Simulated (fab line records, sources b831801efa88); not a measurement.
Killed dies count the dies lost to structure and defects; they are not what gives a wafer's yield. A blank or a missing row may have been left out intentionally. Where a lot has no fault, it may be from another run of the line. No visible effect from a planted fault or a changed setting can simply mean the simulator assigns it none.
fab line records ; flow sky130
[record] lots = 6; wafers = 18; last_day = 50
route steps=708 shown LDD_HVP@288 LDD_LDN@289 PAD_OPEN@708
lots that met no fault: taken from a fault-free run of the same line
start_h: the number of hours between the record's first day and the start of the first shown wafer of the lot ; wait_h: time in hours since the lot's previous step ; " as in the row above ; L1.1+2: a single row standing in for several wafers ; - either no value or no given start ; * or withheld: withheld ; < > ~ a bound
route shown NAME@n: NAME is a module with steps in the file, n the number in the route of the first one ; usual: average and standard deviation across the fault-free wafers ; same: alike in all rows ; chamber/n: place in a boat ; sites: the reading at each site ; _std_site: the values' standard deviation ; _edge_site: outer sites' mean less inner sites' ; radius_mm: how far each site lies from the wafer's centre ; mask NAME#n: copy n ; behind: tool/chamber where the wafer was last shaped ; hold: what put the lot on hold/how long, in hours/how the hold closed ; device: the n, p or np transistor that did not switch ; end of line: the same wafers' tests at the end of the route ; where a step has no rows: the recipe by itself ; killed: dies lost to structure and defects at the first sort, not the wafer's yield ; map: shows each die of a wafer: x if killed, . if not, _ if none is there
set.NAME: the setting that was run; set.NAME@STEP: the one run at that earlier step ; model.NAME: the simulator's own value behind a step, which no gauge read
lots at selected steps of the route; one table per step, one row per wafer
services: a tool's chamber out of use, with start hour (start_h, from the record's first day; less than 0 if before it), hours out, and reason
[[steps]]
[step SKY_LDD_HVP_TW_MEAS_10]
[usual] LDD_HVP_TW = 461.6/2.9
lot.wafer;tool;chamber;start_h;wait_h;LDD_HVP_TW
L797.1;film_metro-01;-;508.62;0.1;457.5
L797.5;film_metro-01;-;508.62;0.1;459.0
L797.6;film_metro-01;-;508.62;0.1;462.3
L805.1;film_metro-04;-;579.82;0.1;461.5
L805.2;film_metro-04;-;579.82;0.1;464.8
L805.5;film_metro-04;-;579.82;0.1;463.3
L812.2;film_metro-04;-;637.72;0.1;462.2
L812.3;film_metro-04;-;637.72;0.1;462.6
L812.5;film_metro-04;-;637.72;0.1;463.7
L813.2;film_metro-04;-;639.73;0.1;464.5
L813.3;film_metro-04;-;639.73;0.1;463.2
L813.4;film_metro-04;-;639.73;0.1;463.7
L815.3;film_metro-03;-;655.79;0.1;461.7
L815.4;film_metro-03;-;655.79;0.1;458.5
L815.5;film_metro-03;-;655.79;0.1;462.1
L817.1;film_metro-04;-;670.26;0.1;466.5
L817.2;film_metro-04;-;670.26;0.1;464.2
L817.5;film_metro-04;-;670.26;0.1;467.5
[step SKY_LDD_LDN_DEHYDRATE_00]
[recipe] temp_c = 200; time_s = 60
[step SKY_LDD_LDN_HMDS_01]
[recipe] prime_time_s = 60; prime_temp_c = 120
[step SKY_LDD_LDN_COAT_02]
[recipe] resist = NOVOLAK; spin_rpm = 3000; resist_thk_nm = 1140
[step SKY_LDD_LDN_SOFTBAKE_03]
[recipe] temp_c = 90; time_s = 60; resist = NOVOLAK
[step SKY_LDD_LDN_EXPOSE_04]
[recipe] mask_id = LDNTM; na = 0.6; source_shape = conventional; sigma_outer = 0.6; polarization = unpolarized; target_cd_nm = 700; dose_mj = 140
[step SKY_LDD_LDN_PEB_05]
[recipe] temp_c = withheld; time_s = *; resist = NOVOLAK
[step SKY_LDD_LDN_DEVELOP_06]
[recipe] resist = NOVOLAK; developer = TMAH; develop_time_s = 60; dev_temp_c = 23
[step SKY_LDD_LDN_OVL_MEAS_07]
[usual] LDD_LDN_OVL = 0.1/1.5
lot.wafer;tool;chamber;start_h;wait_h;LDD_LDN_OVL[nm]
L797.1;overlay-01;-;539.34;0.1;-1.3
L797.5;overlay-01;-;539.34;0.1;-4.1
L797.6;overlay-01;-;539.34;0.1;-2.2
L805.1;overlay-01;-;608.58;0.1;-2.0
L805.2;overlay-01;-;608.58;0.1;-2.1
L805.5;overlay-01;-;608.58;0.1;-0.8
L812.2;overlay-01;-;666.34;0.1;0.0
L812.3;overlay-01;-;666.34;0.1;1.0
L812.5;overlay-01;-;666.34;0.1;0.8
L813.2;overlay-02;-;667.39;0.1;1.7
L813.3;overlay-02;-;667.39;0.1;-1.1
L813.4;overlay-02;-;667.39;0.1;0.9
L815.3;overlay-01;-;683.65;0.1;1.6
L815.4;overlay-01;-;683.65;0.1;2.0
L815.5;overlay-01;-;683.65;0.1;1.0
L817.1;overlay-01;-;698.13;0.1;0.1
L817.2;overlay-01;-;698.13;0.1;-3.5
L817.5;overlay-01;-;698.13;0.1;-0.1
[step SKY_LDD_LDN_IMPLANT_08]
[recipe] species = As; energy_kev = 15; dose_cm2 = 1.25e+13; tilt_deg = withheld; rotation_deg = 23
[step SKY_LDD_LDN_IMPLANT_09]
[recipe] species = As; energy_kev = 15; dose_cm2 = 1.25e+13; tilt_deg = withheld; rotation_deg = 113
[step SKY_LDD_LDN_IMPLANT_10]
[recipe] species = As; energy_kev = 15; dose_cm2 = 1.25e+13; tilt_deg = withheld; rotation_deg = 203
[step SKY_LDD_LDN_IMPLANT_11]
[recipe] species = As; energy_kev = 15; dose_cm2 = 1.25e+13; tilt_deg = withheld; rotation_deg = 293
[usual] beam_on_s = 10.01/0.2; dose_ions_cm2 = 1.2498e+13/1.4e+10; faraday_current_uA = 70.4/1.4
[same] implant_ion_amu = 75
lot.wafer;tool;chamber;start_h;wait_h;beam_on_s;dose_ions_cm2;faraday_current_uA
L797.1;implanter-03;0;539.82;0.1;9.93;1.2515e+13;70.8
L797.5;implanter-03;0;539.82;0.1;9.93;1.2511e+13;71.4
L797.6;implanter-03;0;539.82;0.1;10.06;1.2494e+13;69.9
L805.1;implanter-04;0;609.07;0.1;10.07;1.2539e+13;70.1
L805.2;implanter-04;0;609.07;0.1;9.99;1.2482e+13;70.8
L805.5;implanter-04;0;609.07;0.1;10.21;1.2518e+13;69.0
L812.2;implanter-02;0;666.84;0.1;9.68;1.2487e+13;72.4
L812.3;implanter-02;0;666.84;0.1;10.24;1.2491e+13;69.1
L812.5;implanter-02;0;666.84;0.1;9.69;1.2503e+13;72.9
L813.2;implanter-03;0;667.90;0.1;9.97;7.16e+12;40.6
L813.3;implanter-03;0;667.90;0.1;10.23;7.161e+12;39.6
L813.4;implanter-03;0;667.90;0.1;10.07;7.16e+12;40.2
L815.3;implanter-03;0;684.17;0.1;9.85;7.149e+12;41.0
L815.4;implanter-03;0;684.17;0.1;10.31;7.18e+12;39.4
L815.5;implanter-03;0;684.17;0.1;10.05;7.155e+12;40.2
L817.1;implanter-02;0;698.62;0.1;9.92;1.2516e+13;71.1
L817.2;implanter-02;0;698.62;0.1;10.07;1.2503e+13;70.3
L817.5;implanter-02;0;698.62;0.1;10.19;1.2499e+13;69.5
[step SKY_LDD_LDN_STRIP_12]
[recipe] chemistry = O2/N2; power_w = 1400; pressure_mtorr = 1500; platen_temp_c = withheld; o2_flow_sccm = 3000; n2_flow_sccm = 300; overash_fraction = 0.5
[usual] drypump_motor_current_A = 5.8/0.35; oes_product_au = 0.716/0.0041; strip_time_to_endpoint_s = 14.18/0.036
lot.wafer;tool;chamber;start_h;wait_h;drypump_motor_current_A;oes_product_au;rf_hours_counter_h;strip_time_to_endpoint_s
L797.1;plasma_asher-02;1;539.97;0.1;5.8;0.712;11;14.16
L797.5;plasma_asher-02;1;539.97;0.1;5.9;0.720;-;14.16
L797.6;plasma_asher-02;0;539.97;0.1;5.6;0.719;-;14.14
L805.1;plasma_asher-03;1;609.22;0.1;6.3;0.715;79;14.14
L805.2;plasma_asher-03;0;609.22;0.1;5.2;0.722;79;14.21
L805.5;plasma_asher-03;1;609.22;0.1;6.3;0.706;-;14.18
L812.2;plasma_asher-01;1;666.97;0.1;6.1;0.717;57;14.23
L812.3;plasma_asher-01;1;666.97;0.1;6.2;0.718;-;14.24
L812.5;plasma_asher-01;1;666.97;0.1;6.1;0.717;-;14.22
L813.2;plasma_asher-01;0;668.02;0.1;5.5;0.711;57;14.19
L813.3;plasma_asher-01;1;668.02;0.1;6.1;0.717;-;14.18
L813.4;plasma_asher-01;0;668.02;0.1;5.5;0.710;-;14.18
L815.3;plasma_asher-03;0;684.31;0.1;5.2;0.716;-;14.14
L815.4;plasma_asher-03;1;684.31;0.1;6.3;0.715;-;14.08
L815.5;plasma_asher-03;0;684.31;0.1;5.2;0.719;-;14.17
L817.1;plasma_asher-02;0;698.77;0.1;5.6;0.716;27;14.20
L817.2;plasma_asher-02;1;698.77;0.1;5.9;0.710;27;14.19
L817.5;plasma_asher-02;0;698.77;0.1;5.6;0.720;-;14.14
[step SKY_LDD_LDN_TW_MEAS_13]
[usual] LDD_LDN_TW = 1484/13
lot.wafer;tool;chamber;start_h;wait_h;hold;LDD_LDN_TW
L797.1;film_metro-02;-;540.07;0.1;-;1465
L797.5;film_metro-02;-;540.07;0.1;-;1471
L797.6;film_metro-02;-;540.07;0.1;-;1473
L805.1;film_metro-02;-;609.32;0.1;-;1472
L805.2;film_metro-02;-;609.32;0.1;-;1476
L805.5;film_metro-02;-;609.32;0.1;-;1463
L812.2;film_metro-03;-;667.08;0.1;-;1489
L812.3;film_metro-03;-;667.08;0.1;-;1489
L812.5;film_metro-03;-;667.08;0.1;-;1492
L813.2;film_metro-02;-;668.13;0.1;await_dispo/0.2h/release;1406
L813.3;film_metro-02;-;668.13;0.1;await_dispo/0.2h/release;1419
L813.4;film_metro-02;-;668.13;0.1;await_dispo/0.2h/release;1419
L813.2;film_metro-02;-;668.36;0.2;-;1420
L813.3;film_metro-02;-;668.36;0.2;-;1423
L813.4;film_metro-02;-;668.36;0.2;-;1418
L815.3;film_metro-02;-;684.39;0.1;await_dispo/0.2h/release;1423
L815.4;film_metro-02;-;684.39;0.1;await_dispo/0.2h/release;1423
L815.5;film_metro-02;-;684.39;0.1;await_dispo/0.2h/release;1429
L815.3;film_metro-02;-;684.62;0.2;-;1425
L815.4;film_metro-02;-;684.62;0.2;-;1423
L815.5;film_metro-02;-;684.62;0.2;-;1421
L817.1;film_metro-02;-;698.87;0.1;-;1466
L817.2;film_metro-02;-;698.87;0.1;-;1471
L817.5;film_metro-02;-;698.87;0.1;-;1471
[step SKY_PAD_OPEN_PROBE_99]
[usual] killed_at_M0_to_M3 = 43/7.7; killed_at_M4_up = 2.9/1.7; killed_at_contacts = 24/5.5; killed_at_front_end = 15/4; killed_at_other = 0.4/0.66; killed_dies = 86/9.4; killed_open = 47/6.7; killed_short = 38/6.2
[same] gross_dies = 492; killed_at_back_side = 0
lot.wafer;tool;chamber;start_h;wait_h;killed_at_M0_to_M3;killed_at_M4_up;killed_at_contacts;killed_at_front_end;killed_at_other;killed_dies;killed_open;killed_short;model.etest.tip_sonos.rs_ohm_sq
L797.1;prober-01;-;1081.70;0.1;29;5;21;20;1;76;39;37;2758
L797.5;prober-01;-;1081.90;0.2;50;3;38;20;0;111;62;49;2783
L797.6;prober-01;-;1081.95;0.2;36;3;30;17;0;86;49;36;2707
L805.1;prober-01;-;1133.22;0.1;40;2;28;16;1;87;45;42;2649
L805.2;prober-01;-;1133.27;0.1;45;5;17;22;1;90;50;40;2588
L805.5;prober-01;-;1133.42;0.2;52;6;22;10;0;90;50;40;2589
L812.2;prober-02;-;1169.66;0.1;37;2;25;19;1;84;50;34;2680
L812.3;prober-02;-;1169.71;0.2;46;4;30;22;0;102;61;39;2687
L812.5;prober-02;-;1169.81;0.2;38;0;19;19;0;76;45;31;2664
L813.2;prober-01;-;1170.55;0.1;32;2;28;15;1;78;44;34;2775
L813.3;prober-01;-;1170.60;0.2;35;3;38;20;1;97;55;41;2758
L813.4;prober-01;-;1170.65;0.2;34;2;25;12;0;73;40;33;2765
L815.3;prober-01;-;1177.12;0.2;39;3;17;12;0;71;31;39;2815
L815.4;prober-01;-;1177.17;0.2;53;1;25;16;1;96;47;48;2807
L815.5;prober-01;-;1177.22;0.2;36;4;21;16;0;77;44;33;2812
L817.1;prober-01;-;1188.46;0.1;37;3;17;11;0;68;26;42;2565
L817.2;prober-01;-;1188.51;0.1;47;3;21;11;0;82;41;41;2619
L817.5;prober-01;-;1188.66;0.2;29;1;18;17;0;65;37;28;2617
// killed by level:class
L797.1 VIA1:geometric_particle:open=10 FIELD_ISO:geometric_particle:short=7 CONTACT:geometric_particle:open=7 VIA3:geometric_particle:open=7 FIELD_ISO:geometric_particle:open=4 LOCAL_INTERCONNECT:geometric_particle:short=4 CONTACT:geometric_particle:short=4 POLY_GATE:geometric_particle:short=3
L797.5 VIA1:geometric_particle:open=16 CONTACT:geometric_particle:open=13 LOCAL_INTERCONNECT:geometric_particle:short=10 METAL1:geometric_particle:short=8 VIA2:geometric_particle:open=7 FIELD_ISO:geometric_particle:short=6 LI_CONTACT:geometric_particle:open=6 POLY_GATE:geometric_particle:short=5
L797.6 CONTACT:geometric_particle:open=11 LI_CONTACT:geometric_particle:open=7 VIA1:geometric_particle:open=7 METAL1:geometric_particle:short=7 FIELD_ISO:geometric_particle:open=6 VIA3:geometric_particle:open=5 LOCAL_INTERCONNECT:geometric_particle:short=4 CONTACT:geometric_particle:short=4
L805.1 VIA1:geometric_particle:open=11 CONTACT:geometric_particle:open=9 CONTACT:geometric_particle:short=7 VIA1:geometric_particle:short=6 FIELD_ISO:geometric_particle:short=5 LOCAL_INTERCONNECT:geometric_particle:short=5 METAL3:geometric_particle:short=5 VIA3:geometric_particle:open=5
L805.2 VIA1:geometric_particle:open=10 VIA2:geometric_particle:open=7 POLY_GATE:geometric_particle:open=6 CONTACT:geometric_particle:open=6 METAL1:geometric_particle:short=6 FIELD_ISO:geometric_particle:short=5 LI_CONTACT:geometric_particle:open=5 METAL2:geometric_particle:short=5
L805.5 VIA1:geometric_particle:open=16 VIA2:geometric_particle:open=11 METAL2:geometric_particle:short=8 CONTACT:geometric_particle:open=7 LOCAL_INTERCONNECT:geometric_particle:short=5 METAL4:geometric_particle:short=5 VIA1:geometric_particle:short=5 FIELD_ISO:geometric_particle:short=4
L812.2 CONTACT:geometric_particle:open=13 LI_CONTACT:geometric_particle:open=9 METAL1:geometric_particle:short=7 VIA1:geometric_particle:open=6 FIELD_ISO:geometric_particle:open=4 POLY_GATE:geometric_particle:short=4 VIA2:geometric_particle:open=4 VIA3:geometric_particle:short=4
L812.3 LI_CONTACT:geometric_particle:open=11 CONTACT:geometric_particle:open=11 VIA1:geometric_particle:open=9 FIELD_ISO:geometric_particle:open=8 FIELD_ISO:geometric_particle:short=7 METAL1:geometric_particle:short=7 VIA2:geometric_particle:open=6 CONTACT:geometric_particle:short=5
L812.5 VIA1:geometric_particle:open=10 METAL1:geometric_particle:short=9 LI_CONTACT:geometric_particle:open=7 FIELD_ISO:geometric_particle:open=6 CONTACT:geometric_particle:open=6 FIELD_ISO:geometric_particle:short=5 VIA3:geometric_particle:open=5 VIA2:geometric_particle:open=4
L813.2 CONTACT:geometric_particle:open=9 LI_CONTACT:geometric_particle:open=8 VIA2:geometric_particle:open=7 POLY_GATE:geometric_particle:open=5 CONTACT:geometric_particle:short=5 VIA3:geometric_particle:open=5 FIELD_ISO:geometric_particle:short=4 METAL1:geometric_particle:short=4
L813.3 CONTACT:geometric_particle:open=18 VIA1:geometric_particle:short=7 CONTACT:geometric_particle:short=6 VIA1:geometric_particle:open=6 POLY_GATE:geometric_particle:open=5 LI_CONTACT:geometric_particle:open=5 LOCAL_INTERCONNECT:geometric_particle:short=5 VIA3:geometric_particle:open=5
L813.4 CONTACT:geometric_particle:open=12 VIA1:geometric_particle:open=7 VIA1:geometric_particle:short=5 POLY_GATE:geometric_particle:short=4 LI_CONTACT:geometric_particle:open=4 CONTACT:geometric_particle:short=4 METAL2:geometric_particle:short=4 POLY_GATE:geometric_particle:open=3
L815.3 VIA2:geometric_particle:open=8 METAL1:geometric_particle:short=7 VIA2:geometric_particle:short=6 LOCAL_INTERCONNECT:geometric_particle:short=5 VIA1:geometric_particle:open=4 CONTACT:geometric_particle:open=4 METAL1:geometric_particle:open=4 FIELD_ISO:geometric_particle:short=3
L815.4 VIA2:geometric_particle:open=10 VIA1:geometric_particle:open=9 METAL1:geometric_particle:short=8 LI_CONTACT:geometric_particle:open=8 CONTACT:geometric_particle:short=7 CONTACT:geometric_particle:open=6 FIELD_ISO:geometric_particle:short=5 VIA1:geometric_particle:short=5
L815.5 CONTACT:geometric_particle:open=11 LI_CONTACT:geometric_particle:open=7 VIA1:geometric_particle:open=7 METAL1:geometric_particle:short=6 FIELD_ISO:geometric_particle:open=4 FIELD_ISO:geometric_particle:short=4 POLY_GATE:geometric_particle:open=4 METAL4:geometric_particle:short=4
L817.1 METAL2:geometric_particle:short=7 VIA2:geometric_particle:open=6 VIA1:geometric_particle:short=5 CONTACT:geometric_particle:open=5 POLY_GATE:geometric_particle:short=4 LI_CONTACT:geometric_particle:open=4 CONTACT:geometric_particle:short=4 VIA2:geometric_particle:short=4
L817.2 VIA3:geometric_particle:open=10 VIA1:geometric_particle:open=9 CONTACT:geometric_particle:open=7 LI_CONTACT:geometric_particle:open=5 LOCAL_INTERCONNECT:geometric_particle:short=5 METAL1:geometric_particle:short=5 VIA3:geometric_particle:short=5 FIELD_ISO:geometric_particle:open=4
L817.5 CONTACT:geometric_particle:open=7 LOCAL_INTERCONNECT:geometric_particle:short=6 VIA1:geometric_particle:open=6 VIA3:geometric_particle:open=6 FIELD_ISO:geometric_particle:open=5 METAL2:geometric_particle:short=5 VIA2:geometric_particle:open=4 FIELD_ISO:geometric_particle:short=3
[[services]]
tool;chamber;start_h;hours;kind
implanter-03;-;518.11;3.1;repair
plasma_asher-02;-;575.01;9.5;repair
implanter-03;-;601.23;0.6;repair
implanter-03;-;603.69;23.2;pm
plasma_asher-03;-;624.33;12.8;repair
implanter-04;-;627.07;92.0;pm
plasma_asher-01;-;652.71;3.1;repair
implanter-03;-;668.46;1.4;pm
implanter-03;-;679.77;2.8;pm
implanter-02;-;685.81;1.9;repair
[[key]]
[first_sign] step = SKY_LDD_LDN_IMPLANT_11; reading = dose_ions_cm2; direction = down; sigmas = 99+; usual = *; struck = *
[effect] step = SKY_LDD_LDN_IMPLANT_11; reading = faraday_current_uA; direction = down; sigmas = 22; usual = 70.4; struck = 40.2
[effect] step = SKY_LDD_LDN_TW_MEAS_13; reading = visit; direction = added
[model_effect] step = SKY_PAD_OPEN_PROBE_99; value = etest.tip_sonos.rs_ohm_sq; without = 2621; struck = 2789
met_at SKY_LDD_LDN_IMPLANT_11
struck_wafers L813.2,L813.3,L813.4,L815.3,L815.4,L815.5
tester_left_out L813,L815
onset_between 539.82 667.90
[fault] kind = process_parameter_drift; tool = implanter-03; chamber = -; onset_h = 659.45; steps = SKY_LDD_LDN_IMPLANT_11; channel = dose_cm2; offset = *; shape = step; end_h = 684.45; acts_in = *; stated = *
// tester_left_out: of these lots the tester's yield and bins aren't shown, on N5 and GAA mostly nor the transistor test; their killed dies are dies lost to structure and defects alone, not to doping, threshold or leakage, so they don't give the yield
